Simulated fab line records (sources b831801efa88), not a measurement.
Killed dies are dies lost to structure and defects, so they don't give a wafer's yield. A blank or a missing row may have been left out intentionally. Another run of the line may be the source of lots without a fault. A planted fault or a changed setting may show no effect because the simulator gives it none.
fab line records	flow sky130
record: lots: 6	wafers: 18	last_day: 50
route steps=708 shown LDD_HVP@285 LDD_LDN@289 PAD_OPEN@708
lots that met no fault: from a run of the same line without faults
start_h: the number of hours between the record's first day and the start of the first shown wafer of the lot	wait_h: hours from the lot's prior step to this one	" unchanged from the row above	L1.1+2: one row covering several wafers at once	- no value present, or no start provided	* or withheld: withheld	< > ~ a bound
route shown NAME@n: a module of which the file shows steps, and the number in the route of the first	usual: mean and standard deviation over wafers with no fault	same: alike in all rows	chamber/n: place in a boat	sites: each site's reading	_std_site: standard deviation of those values	_edge_site: the outer-site mean with the inner-site mean subtracted	radius_mm: for every site, how far away it sits from the centre of the wafer	mask NAME#n: copy n	behind: the tool/chamber that last shaped the wafer	hold: cause of the lot's hold/its duration in hours/its outcome	device: transistor that didn't switch, given as n, p or np	end of line: tests run on the same wafers once the route is complete	step lacking rows: just its recipe	killed: not the wafer's yield, but the dies lost to structure and defects at the first sort	map: a wafer's dies, marking killed ones x, the rest . and places with no die _
set.NAME: the setting that was run; set.NAME@STEP: the one run at that earlier step	model.NAME: the simulator's own value behind a step, which no gauge read
lots at some steps of the route; a table a step, a row a wafer
services: the hour from which a tool's chamber was out of use, counted from the record's first day as start_h (under 0 if before that day), plus the number of hours and why
== steps ==
step: SKY_LDD_HVP_OVL_MEAS_07
usual: LDD_HVP_OVL: -0.5/1.3
lot.wafer	tool	chamber	start_h	wait_h	LDD_HVP_OVL[nm]
L155.2	overlay-02	-	583.15	0.1	0.9
L155.3	"	-	"	"	0.1
L155.5	"	-	"	"	0.4
L157.3	overlay-02	-	596.57	0.1	-2.0
L157.4	"	-	"	"	-2.2
L157.5	"	-	"	"	-0.3
L159.2	overlay-02	-	604.65	0.1	-0.6
L159.5	"	-	"	"	0.5
L159.6	"	-	"	"	-2.7
L160.4	overlay-01	-	625.32	0.1	-1.9
L160.5	"	-	"	"	-2.5
L160.6	"	-	"	"	-1.9
L165.2	overlay-02	-	656.72	0.1	-2.0
L165.5	"	-	"	"	-1.0
L165.6	"	-	"	"	0.9
L167.2	overlay-02	-	673.22	0.1	1.2
L167.3	"	-	"	"	0.6
L167.6	"	-	"	"	0.1
step: SKY_LDD_HVP_IMPLANT_08
recipe: species: B	energy_kev: 20	dose_cm2: 1.7e+13	tilt_deg: 17.9
step: SKY_LDD_HVP_STRIP_09
recipe: chemistry: O2/N2	power_w: 1400	pressure_mtorr: 1500	platen_temp_c: withheld	o2_flow_sccm: 3000	n2_flow_sccm: 300	overash_fraction: 0.5
usual: chamber_pressure_mTorr: 1499.9/1.4	drypump_motor_current_A: 5.6/0.5	oes_product_au: 0.408/0.0044	strip_time_to_endpoint_s: 4.133/0.014
lot.wafer	tool	chamber	start_h	wait_h	chamber_pressure_mTorr	drypump_motor_current_A	oes_product_au	rf_hours_counter_h	strip_time_to_endpoint_s
L155.2	plasma_asher-04	1	583.33	0.1	1501.3	5.4	0.411	48	4.145
L155.3	"	1	"	"	1500.0	5.4	0.411	-	4.146
L155.5	"	0	"	"	1501.1	5.0	0.407	-	4.139
L157.3	plasma_asher-02	0	596.78	0.1	1500.3	6.3	0.408	-	4.145
L157.4	"	1	"	"	1499.7	6.2	0.404	-	4.136
L157.5	"	0	"	"	1500.7	6.3	0.398	-	4.125
L159.2	plasma_asher-02	1	604.83	0.1	1499.9	6.2	0.418	79	4.156
L159.5	"	1	"	"	1501.4	6.2	0.411	-	4.163
L159.6	"	0	"	"	1497.2	6.2	0.409	-	4.161
L160.4	plasma_asher-01	0	625.52	0.1	1499.9	5.4	0.406	-	4.119
L160.5	"	0	"	"	1499.7	5.4	0.409	-	4.122
L160.6	"	1	"	"	1499.9	6.3	0.409	-	4.112
L165.2	plasma_asher-04	1	656.90	0.1	1500.2	5.4	0.405	56	4.151
L165.5	"	1	"	"	1497.9	5.4	0.400	-	4.150
L165.6	"	0	"	"	1499.1	5.0	0.407	-	4.120
L167.2	plasma_asher-04	1	673.40	0.1	1502.6	5.4	0.412	57	4.155
L167.3	"	0	"	"	1498.4	5.0	0.414	-	4.134
L167.6	"	1	"	"	1498.9	5.4	0.407	-	4.122
step: SKY_LDD_HVP_TW_MEAS_10
usual: LDD_HVP_TW: 460/7.2
lot.wafer	tool	chamber	start_h	wait_h	LDD_HVP_TW
L155.2	film_metro-03	-	583.44	0.1	465
L155.3	"	-	"	"	466
L155.5	"	-	"	"	468
L157.3	film_metro-03	-	596.87	0.1	470
L157.4	"	-	"	"	465
L157.5	"	-	"	"	470
L159.2	film_metro-04	-	604.94	0.1	454
L159.5	"	-	"	"	455
L159.6	"	-	"	"	455
L160.4	film_metro-02	-	625.62	0.1	456
L160.5	"	-	"	"	453
L160.6	"	-	"	"	457
L165.2	film_metro-03	-	657.01	0.1	467
L165.5	"	-	"	"	466
L165.6	"	-	"	"	466
L167.2	film_metro-02	-	673.51	0.1	456
L167.3	"	-	"	"	455
L167.6	"	-	"	"	456
step: SKY_LDD_LDN_DEHYDRATE_00
recipe: temp_c: 200	time_s: 60
step: SKY_LDD_LDN_HMDS_01
recipe: prime_time_s: 60	prime_temp_c: 120
step: SKY_LDD_LDN_COAT_02
recipe: resist: NOVOLAK	spin_rpm: 3000	resist_thk_nm: 1140
step: SKY_LDD_LDN_SOFTBAKE_03
recipe: temp_c: 90	time_s: 60	resist: NOVOLAK
step: SKY_LDD_LDN_EXPOSE_04
recipe: mask_id: LDNTM	na: 0.6	source_shape: conventional	sigma_outer: 0.6	polarization: unpolarized	target_cd_nm: 700	dose_mj: 140
step: SKY_LDD_LDN_PEB_05
recipe: temp_c: withheld	time_s: *	resist: NOVOLAK
step: SKY_LDD_LDN_DEVELOP_06
recipe: resist: NOVOLAK	developer: TMAH	develop_time_s: 60	dev_temp_c: 23
step: SKY_LDD_LDN_OVL_MEAS_07
usual: LDD_LDN_OVL: -0.6/1.4
lot.wafer	tool	chamber	start_h	wait_h	LDD_LDN_OVL[nm]
L155.2	overlay-02	-	612.49	0.1	-1.1
L155.3	"	-	"	"	-0.2
L155.5	"	-	"	"	-1.0
L157.3	overlay-02	-	626.16	0.1	-1.1
L157.4	"	-	"	"	-0.8
L157.5	"	-	"	"	-1.5
L159.2	overlay-01	-	633.67	0.1	-0.1
L159.5	"	-	"	"	-0.9
L159.6	"	-	"	"	-0.9
L160.4	overlay-01	-	654.46	0.1	-3.0
L160.5	"	-	"	"	-4.1
L160.6	"	-	"	"	-2.7
L165.2	overlay-02	-	684.52	0.1	-1.7
L165.5	"	-	"	"	-2.6
L165.6	"	-	"	"	-2.5
L167.2	overlay-01	-	700.65	0.1	-2.3
L167.3	"	-	"	"	-1.3
L167.6	"	-	"	"	-1.4
step: SKY_LDD_LDN_IMPLANT_08
recipe: species: As	energy_kev: 15	dose_cm2: 1.25e+13	tilt_deg: withheld	rotation_deg: 23
usual: dose_ions_cm2: 1.2501e+13/1.2e+10	faraday_current_uA: 70.3/1.4
lot.wafer	tool	chamber	start_h	wait_h	dose_ions_cm2	faraday_current_uA
L155.2	implanter-01	0	612.54	0.0	1.2474e+13	70.4
L155.3	"	0	"	"	1.2498e+13	69.7
L155.5	"	0	"	"	1.2507e+13	71.4
L157.3	implanter-03	0	626.23	0.1	1.2531e+13	71.2
L157.4	"	0	"	"	1.2499e+13	68.2
L157.5	"	0	"	"	1.2512e+13	71.2
L159.2	implanter-03	0	633.72	0.0	1.1282e+13	65.0
L159.5	"	0	"	"	1.1278e+13	64.5
L159.6	"	0	"	"	1.1276e+13	63.4
L160.4	implanter-03	0	654.56	0.1	1.1256e+13	61.6
L160.5	"	0	"	"	1.1263e+13	64.7
L160.6	"	0	"	"	1.1254e+13	62.7
L165.2	implanter-04	0	684.57	0.0	1.2508e+13	72.4
L165.5	"	0	"	"	1.2496e+13	68.6
L165.6	"	0	"	"	1.2508e+13	69.3
L167.2	implanter-04	0	700.71	0.0	1.2501e+13	71.3
L167.3	"	0	"	"	1.2511e+13	68.6
L167.6	"	0	"	"	1.2504e+13	70.3
step: SKY_LDD_LDN_IMPLANT_09
recipe: species: As	energy_kev: 15	dose_cm2: 1.259e+13	tilt_deg: withheld	rotation_deg: 113
step: SKY_PAD_OPEN_PROBE_99
usual: killed_at_M0_to_M3: 44/7.4	killed_at_M4_up: 3.2/1.8	killed_at_contacts: 25/5.2	killed_at_front_end: 15/4.5	killed_at_other: 0.2/0.43	killed_dies: 87/9.6	killed_open: 48/7.6	killed_short: 40/5.7
same: gross_dies: 492	killed_at_back_side: 0
lot.wafer	tool	chamber	start_h	wait_h	killed_at_M0_to_M3	killed_at_M4_up	killed_at_contacts	killed_at_front_end	killed_at_other	killed_dies	killed_open	killed_short
L159.2	prober-02	-	1149.57	0.1	52	1	25	24	2	104	58	46
L159.5	prober-02	-	1149.72	0.2	45	2	23	19	0	89	46	43
L159.6	prober-02	-	1149.77	0.2	47	3	32	18	0	100	59	41
L160.4	prober-01	-	1161.38	0.2	48	4	21	13	0	86	42	44
L160.5	prober-01	-	1161.43	0.2	49	3	26	20	0	98	52	46
L160.6	prober-01	-	1161.48	0.2	50	3	19	18	1	91	46	45
L165.2	prober-02	-	1180.56	0.1	40	1	28	18	1	88	53	35
L165.5	prober-02	-	1180.71	0.2	37	1	29	11	0	78	39	39
L165.6	prober-02	-	1180.76	0.2	46	3	18	11	0	78	39	39
L167.2	prober-02	-	1189.97	0.1	31	2	29	7	0	69	36	33
L167.3	prober-02	-	1190.02	0.2	49	3	30	12	0	94	58	36
L167.6	prober-02	-	1190.17	0.2	44	7	31	19	0	101	48	53
killed by level:class
L159.2 VIA1:geometric_particle:open=15 CONTACT:geometric_particle:open=12 FIELD_ISO:geometric_particle:open=7 VIA1:geometric_particle:short=7 LI_CONTACT:geometric_particle:open=6 FIELD_ISO:geometric_particle:short=5 POLY_GATE:geometric_particle:open=5 METAL1:geometric_particle:short=5
L159.5 VIA1:geometric_particle:open=14 FIELD_ISO:geometric_particle:short=9 CONTACT:geometric_particle:open=9 METAL2:geometric_particle:short=6 LI_CONTACT:geometric_particle:open=5 VIA2:geometric_particle:open=5 FIELD_ISO:geometric_particle:open=4 METAL1:geometric_particle:short=4
L159.6 VIA1:geometric_particle:open=13 LI_CONTACT:geometric_particle:open=11 CONTACT:geometric_particle:open=10 FIELD_ISO:geometric_particle:short=6 VIA3:geometric_particle:open=6 METAL1:geometric_particle:short=5 VIA1:geometric_particle:short=4 VIA2:geometric_particle:open=4
L160.4 METAL2:geometric_particle:short=11 VIA1:geometric_particle:open=11 LOCAL_INTERCONNECT:geometric_particle:short=8 LI_CONTACT:geometric_particle:open=7 VIA2:geometric_particle:short=7 FIELD_ISO:geometric_particle:open=6 VIA2:geometric_particle:open=6 METAL1:geometric_particle:short=5
L160.5 CONTACT:geometric_particle:open=12 VIA1:geometric_particle:short=9 VIA3:geometric_particle:open=8 VIA1:geometric_particle:open=6 METAL1:geometric_particle:short=6 METAL2:geometric_particle:short=6 VIA2:geometric_particle:open=6 POLY_GATE:geometric_particle:short=5
L160.6 VIA2:geometric_particle:open=11 VIA3:geometric_particle:open=8 LI_CONTACT:geometric_particle:open=7 FIELD_ISO:geometric_particle:short=6 METAL1:geometric_particle:short=6 CONTACT:geometric_particle:open=5 METAL2:geometric_particle:short=5 FIELD_ISO:geometric_particle:open=4
L165.2 CONTACT:geometric_particle:open=10 VIA1:geometric_particle:short=9 VIA1:geometric_particle:open=8 LI_CONTACT:geometric_particle:open=7 LOCAL_INTERCONNECT:geometric_particle:short=6 VIA3:geometric_particle:open=6 POLY_GATE:geometric_particle:open=5 VIA2:geometric_particle:open=5
L165.5 CONTACT:geometric_particle:open=8 VIA1:geometric_particle:open=8 FIELD_ISO:geometric_particle:short=6 CONTACT:geometric_particle:short=6 LI_CONTACT:geometric_particle:open=6 LI_CONTACT:geometric_particle:short=5 METAL1:geometric_particle:short=5 VIA1:geometric_particle:short=4
L165.6 VIA1:geometric_particle:open=13 VIA3:geometric_particle:open=11 CONTACT:geometric_particle:open=6 POLY_GATE:geometric_particle:short=5 VIA3:geometric_particle:short=4 LI_CONTACT:geometric_particle:short=4 LI_CONTACT:geometric_particle:open=4 METAL3:geometric_particle:short=4
L167.2 CONTACT:geometric_particle:open=14 LI_CONTACT:geometric_particle:open=6 METAL2:geometric_particle:short=6 LOCAL_INTERCONNECT:geometric_particle:short=5 VIA1:geometric_particle:short=4 METAL1:geometric_particle:short=4 POLY_GATE:geometric_particle:short=3 CONTACT:geometric_particle:short=3
L167.3 CONTACT:geometric_particle:open=15 VIA3:geometric_particle:open=10 VIA1:geometric_particle:open=10 LOCAL_INTERCONNECT:geometric_particle:short=6 VIA1:geometric_particle:short=6 POLY_GATE:geometric_particle:open=4 VIA2:geometric_particle:open=4 VIA3:geometric_particle:short=4
L167.6 VIA1:geometric_particle:open=12 METAL1:geometric_particle:short=9 LI_CONTACT:geometric_particle:short=8 POLY_GATE:geometric_particle:short=7 LI_CONTACT:geometric_particle:open=7 CONTACT:geometric_particle:open=7 VIA1:geometric_particle:short=6 FIELD_ISO:geometric_particle:open=4
== services ==
tool	chamber	start_h	hours	kind
implanter-01	-	563.70	2.6	repair
plasma_asher-01	-	578.55	27.1	pm
implanter-01	-	587.05	2.6	repair
implanter-03	-	595.74	2.9	repair
implanter-01	-	596.14	0.8	repair
implanter-04	-	603.33	3.3	pm
implanter-03	-	618.10	1.5	repair
implanter-01	-	638.60	2.3	repair
plasma_asher-02	-	675.19	1.7	repair
implanter-01	-	683.92	2.6	pm
implanter-03	-	698.59	5.6	pm
== key ==
first_sign: step: SKY_LDD_LDN_IMPLANT_08	reading: dose_ions_cm2	direction: down	sigmas: 99+	usual: *	struck: *
effect: step: SKY_LDD_LDN_IMPLANT_08	reading: faraday_current_uA	direction: down	sigmas: 4.8	usual: 70.3	struck: 63.6
met_at SKY_LDD_LDN_IMPLANT_08
struck_wafers L159.2,L159.5,L159.6,L160.4,L160.5,L160.6
tester_left_out L159,L160
onset_between 626.23 633.72
fault: kind: process_parameter_drift	tool: implanter-03	chamber: -	onset_h: 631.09	steps: SKY_LDD_LDN_IMPLANT_08	channel: dose_cm2	offset: *	shape: step	end_h: 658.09	acts_in: *	stated: *
tester_left_out: of these lots the tester's yield and bins aren't shown, on N5 and GAA mostly nor the transistor test; their killed dies are dies lost to structure and defects alone, not to doping, threshold or leakage, so they don't give the yield
